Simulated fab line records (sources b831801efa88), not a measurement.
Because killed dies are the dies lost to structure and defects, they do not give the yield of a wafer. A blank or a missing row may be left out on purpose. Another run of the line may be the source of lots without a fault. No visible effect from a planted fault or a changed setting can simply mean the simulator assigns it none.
Matching of chambers || flow sky130 || rieSi-02 running SKY_POLY_GATE_ETCH_17: 4 sister chambers
The step etches poly-Si in HBr/Cl2, stops on SiO2, target depth 180 nm, time 70.5 s. 16 wafers are shown with their chamber, then 8 later ones without.

## WAFERS PAIRED WITH THEIR CHAMBERS
{"wafer": "L507.3", "chamber": 2, "oesProductAu (a.u.)": 0.981, "throttleValvePct (%)": 33.682}
{"wafer": "L507.5", "chamber": 1, "oesProductAu (a.u.)": 0.985, "throttleValvePct (%)": 33.697}
{"wafer": "L507.6", "chamber": 0, "oesProductAu (a.u.)": 0.985, "throttleValvePct (%)": 33.672}
{"wafer": "L509.1", "chamber": 0, "oesProductAu (a.u.)": 0.985, "throttleValvePct (%)": 33.677}
{"wafer": "L509.3", "chamber": 1, "oesProductAu (a.u.)": 0.988, "throttleValvePct (%)": 33.692}
{"wafer": "L509.4", "chamber": 3, "oesProductAu (a.u.)": 0.976, "throttleValvePct (%)": 33.687}
{"wafer": "L512.1", "chamber": 3, "oesProductAu (a.u.)": 0.999, "throttleValvePct (%)": 33.678}
{"wafer": "L512.5", "chamber": 2, "oesProductAu (a.u.)": 1.001, "throttleValvePct (%)": 33.681}
{"wafer": "L512.6", "chamber": 1, "oesProductAu (a.u.)": 0.984, "throttleValvePct (%)": 33.676}
{"wafer": "L514.1", "chamber": 0, "oesProductAu (a.u.)": 0.977, "throttleValvePct (%)": 33.690}
{"wafer": "L514.3", "chamber": 2, "oesProductAu (a.u.)": 0.990, "throttleValvePct (%)": 33.692}
{"wafer": "L514.6", "chamber": 0, "oesProductAu (a.u.)": 0.984, "throttleValvePct (%)": 33.687}
{"wafer": "L515.3", "chamber": 2, "oesProductAu (a.u.)": 0.988, "throttleValvePct (%)": 33.699}
{"wafer": "L515.4", "chamber": 3, "oesProductAu (a.u.)": 0.986, "throttleValvePct (%)": 33.697}
{"wafer": "L515.6", "chamber": 1, "oesProductAu (a.u.)": 0.977, "throttleValvePct (%)": 33.692}
{"wafer": "L517.1", "chamber": 2, "oesProductAu (a.u.)": 0.988, "throttleValvePct (%)": 33.690}

SIGNATURES (means of the wafers above)
{"reading": "oesProductAu", "chamber 0": 0.98275, "chamber 1": 0.98350, "chamber 2": 0.98960, "chamber 3": 0.98700, "scatter within a chamber": 0.00698}
{"reading": "throttleValvePct", "chamber 0": 33.68150, "chamber 1": 33.68925, "chamber 2": 33.68880, "chamber 3": 33.68733, "scatter within a chamber": 0.0085}
Rule: a wafer lies at a distance from a chamber equal to the root of the sum of squares, over the readings, of (its reading less the chamber's mean, divided by the reading's scatter). If the next closest chamber is less than 2 further off than the closest, the wafer can't be placed; otherwise it belongs to the closest. The scatter: take each reading less its chamber's mean, square it, sum over the shown wafers, divide by the number of wafers less the number of chambers, and take the root.

## WAFERS WITHOUT THEIR CHAMBER
{"wafer": "L517.2", "oesProductAu (a.u.)": 0.985, "throttleValvePct (%)": 33.702}
{"wafer": "L517.3", "oesProductAu (a.u.)": 0.988, "throttleValvePct (%)": 33.675}
{"wafer": "L522.1", "oesProductAu (a.u.)": 0.981, "throttleValvePct (%)": 33.677}
{"wafer": "L522.2", "oesProductAu (a.u.)": 0.989, "throttleValvePct (%)": 33.675}
{"wafer": "L522.6", "oesProductAu (a.u.)": 0.991, "throttleValvePct (%)": 33.694}
{"wafer": "L530.2", "oesProductAu (a.u.)": 0.986, "throttleValvePct (%)": 33.686}
{"wafer": "L530.4", "oesProductAu (a.u.)": 0.995, "throttleValvePct (%)": 33.693}
{"wafer": "L530.5", "oesProductAu (a.u.)": 0.991, "throttleValvePct (%)": 33.671}

## CHAMBER TAKEN BY EACH
{"wafer": "L517.2", "from the rows above": "can't be placed: 1 or 2 or 3 or 0", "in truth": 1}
{"wafer": "L517.3", "from the rows above": "can't be placed: 0 or 3 or 2 or 1", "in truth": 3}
{"wafer": "L522.1", "from the rows above": "can't be placed: 0 or 1 or 3 or 2", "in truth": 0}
{"wafer": "L522.2", "from the rows above": "can't be placed: 0 or 3 or 2 or 1", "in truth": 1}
{"wafer": "L522.6", "from the rows above": "can't be placed: 2 or 3 or 1 or 0", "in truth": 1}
{"wafer": "L530.2", "from the rows above": "can't be placed: 3 or 1 or 2 or 0", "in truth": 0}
{"wafer": "L530.4", "from the rows above": "can't be placed: 2 or 3 or 1 or 0", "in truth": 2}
{"wafer": "L530.5", "from the rows above": "can't be placed: 0 or 3 or 2 or 1", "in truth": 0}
Correct placement for 0 of the 8. Unplaceable from these rows: 8, with the true chamber sitting among the candidates in 8. Number placed wrongly: 0.
